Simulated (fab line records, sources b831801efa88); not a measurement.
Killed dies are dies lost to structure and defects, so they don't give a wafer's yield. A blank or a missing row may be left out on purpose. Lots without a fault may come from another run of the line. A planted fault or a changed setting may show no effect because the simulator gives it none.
Which tool did it? | flow gf180mcu | 6 lots, 18 wafers sampled, at 2 steps of a route of 602

WHAT THE GAUGES READ, wafer by wafer
GF_VT_IMPLANT_RS_MEAS_48: measures by four-point-probe.
lot  | measured     | on            | LVPWELL_RS (ohm/sq)
L649 | day 7 22:35  | film_metro-02 | 1192.1 1189.9 1192.2
L651 | day 8 10:49  | film_metro-02 | 1196.7 1199.7 1202.5
L654 | day 9 06:30  | film_metro-04 | 1194.8 1193.4 1194.8
L657 | day 10 01:06 | film_metro-03 | 1167.4 1169.8 1166.5
L665 | day 12 07:17 | film_metro-04 | 1200.1 1198.6 1201.4
L669 | day 13 11:51 | film_metro-02 | 1192.8 1192.6 1196.1

WHICH TOOL RAN EACH LOT (tool, then ch and the chambers of the sampled wafers, then the start)
lot  | GF_LVPWELL_IMPLANT_09
L649 | implanter-02 ch 0, day 4 03:34
L651 | implanter-03 ch 0, day 4 14:11
L654 | implanter-03 ch 0, day 5 07:20
L657 | implanter-04 ch 0, day 6 00:06
L665 | implanter-03 ch 0, day 7 20:42
L669 | implanter-02 ch 0, day 8 20:35
- GF_LVPWELL_IMPLANT_09

THE ANSWER, worked out from the rows above alone
Rule: what is usual is taken from the lots themselves. Put in order of their means at a reading, lots are off if they are a third of the lots or fewer, leave a main group of 4 or more, and stand apart from it by a gap of 3 or more times the standard deviation of the main group's means; of several such gaps the widest counts. A main group whose means are all the same, to the digits that the tables above print for the reading, isn't used. A lot without any number at a reading at which 4 lots or more have one is off too. The other lots that the step has rows for count as sound.
Off: L657, at GF_VT_IMPLANT_RS_MEAS_48 (LVPWELL_RS). The main group: mean 1195.8 ohm/sq, standard deviation 3.4.
A tool fits if, at a process step before that reading, it ran every lot that is off, and no sound lot after the first of them. The gauges at GF_VT_IMPLANT_RS_MEAS_48 are tried like those tools. Can't be told from this: 2 tools fit, implanter-04 at GF_LVPWELL_IMPLANT_09, film_metro-03 at GF_VT_IMPLANT_RS_MEAS_48.

WHAT THE SIMULATOR HAD PUT IN
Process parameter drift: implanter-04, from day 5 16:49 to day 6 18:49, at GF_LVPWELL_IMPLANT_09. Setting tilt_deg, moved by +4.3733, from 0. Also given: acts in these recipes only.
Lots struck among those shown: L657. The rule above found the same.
